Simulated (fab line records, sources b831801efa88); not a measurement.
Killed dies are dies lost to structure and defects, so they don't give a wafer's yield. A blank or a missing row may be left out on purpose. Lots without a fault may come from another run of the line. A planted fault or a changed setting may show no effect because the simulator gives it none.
A struck lot beside a sound one | flow sky130 | 17 steps out of a route of 708
Sound: wafers L456.1, L456.2, L456.5. Struck: wafers L468.3, L468.5, L468.6. The cause comes at the end.
At each step with rows: each side's tool, then ch and its chambers, then its first start. Under that, the readings that differ: sound wafers | struck wafers | difference of the means | sigmas: that difference in standard deviations of wafers without a fault.
alike: readings whose means differ by less than 2 such deviations, and words and numbers that are the same on both sides. not compared: withheld readings, readings that some wafer has no value for, bounds like >300 that may hide the same value, and numbers for which the record gives no deviation and whose values overlap.
The two part at a step that has a row with sigmas, a row that says differs or no value, or rows on one side only. Numbers that don't overlap but have no deviation are shown without sigmas and don't part them. A reading that every wafer of one side lacks parts them only if that side has two wafers or more.

first, 1 step without rows for these wafers: SKY_LDD_N_IMPLANT_15.
SKY_LDD_N_STRIP_16: strips in O2/N2.
  sound on plasma_asher-03 ch 0,1, day 18 18:01; struck on plasma_asher-01 ch 0,1, day 22 19:09
  reading                     | sound          | struck         | difference | sigmas
  drypump_motor_current_A (A) | 5.57 5.48 5.50 | 6.24 6.24 5.87 | +0.60      | +2
  alike: n2_flow_sccm, oes_product_au, strip_time_to_endpoint_s
  not compared: rf_hours_counter_h
SKY_LDD_N_TW_MEAS_17:
  sound on film_metro-03, day 18 18:07; struck on film_metro-01, day 22 19:14
  alike: LDD_N_TW
then, 7 steps without rows for these wafers: SKY_LDD_P_DEHYDRATE_00 (time 60 s); SKY_LDD_P_HMDS_01 (prime time 60 s); SKY_LDD_P_COAT_02 (resist thk 1140 nm); SKY_LDD_P_SOFTBAKE_03 (time 60 s); SKY_LDD_P_EXPOSE_04 (exposes mask PSDM, target cd 380 nm); SKY_LDD_P_PEB_05; SKY_LDD_P_DEVELOP_06 (develop time 60 s).
SKY_LDD_P_CD_MEAS_07: target cd 380 nm.
  sound on cd_sem-01, day 20 01:06; struck on cd_sem-01, day 24 01:02
  alike: cd_nm
SKY_LDD_P_OVL_MEAS_08:
  sound on overlay-02, day 20 01:13; struck on overlay-02, day 24 01:07
  alike: LDD_P_OVL
SKY_LDD_P_IMPLANT_09:
  sound on implanter-01 ch 0, day 20 01:16; struck on implanter-04 ch 0, day 24 01:12
  reading            | sound             | struck         | difference | sigmas
  beam_on_s (s)      | 10.22 10.08 10.13 | 7.92 7.59 7.88 | -2.35      | -12
  faraday_current_uA | 55.1 56.0 55.7    | 70.8 74.0 71.8 | +16.6      | +15
  alike: dose_ions_cm2
SKY_LDD_P_STRIP_10: strips in O2/N2.
  sound on plasma_asher-02 ch 0,1, day 20 01:25; struck on plasma_asher-04 ch 0,1, day 24 01:20
  alike: drypump_motor_current_A, n2_flow_sccm, oes_product_au, strip_time_to_endpoint_s
  not compared: rf_hours_counter_h
SKY_LDD_P_TW_MEAS_11:
  sound on film_metro-03, day 20 01:31; struck on film_metro-02, day 24 01:25
  reading  | sound       | struck      | difference | sigmas
  LDD_P_TW | 636 638 636 | 579 579 574 | -59        | -15
then, 1 step without rows for these wafers: SKY_LDD_HVN_DEHYDRATE_00 (time 60 s).
-- the record jumps here: 25 days lie between the struck wafers' starts before and after (it left off in module LDD_HVN and takes up again in module PAD_OPEN, whose first step shown is number 708 of the route) --
SKY_PAD_OPEN_PROBE_99:
  sound on prober-02, day 46 09:04; struck on prober-01, day 49 02:34
  reading                     | sound          | struck         | difference | sigmas
  model.etest.tip_p.rs_ohm_sq | 6857 6882 6852 | 8474 8586 8575 | +1681      |
  alike: killed_at_M0_to_M3, killed_at_M4_up, killed_at_contacts, killed_at_front_end, killed_at_other, killed_dies, killed_open, killed_short
  not compared: model.etest.tip_p.rs_ohm_sq_range

WHERE THEY PART
First at SKY_LDD_N_STRIP_16; last, within this record, at SKY_LDD_P_TW_MEAS_11. Later steps at which nothing parts them and some readings are alike: SKY_PAD_OPEN_PROBE_99.

WHY: what the simulator had put in
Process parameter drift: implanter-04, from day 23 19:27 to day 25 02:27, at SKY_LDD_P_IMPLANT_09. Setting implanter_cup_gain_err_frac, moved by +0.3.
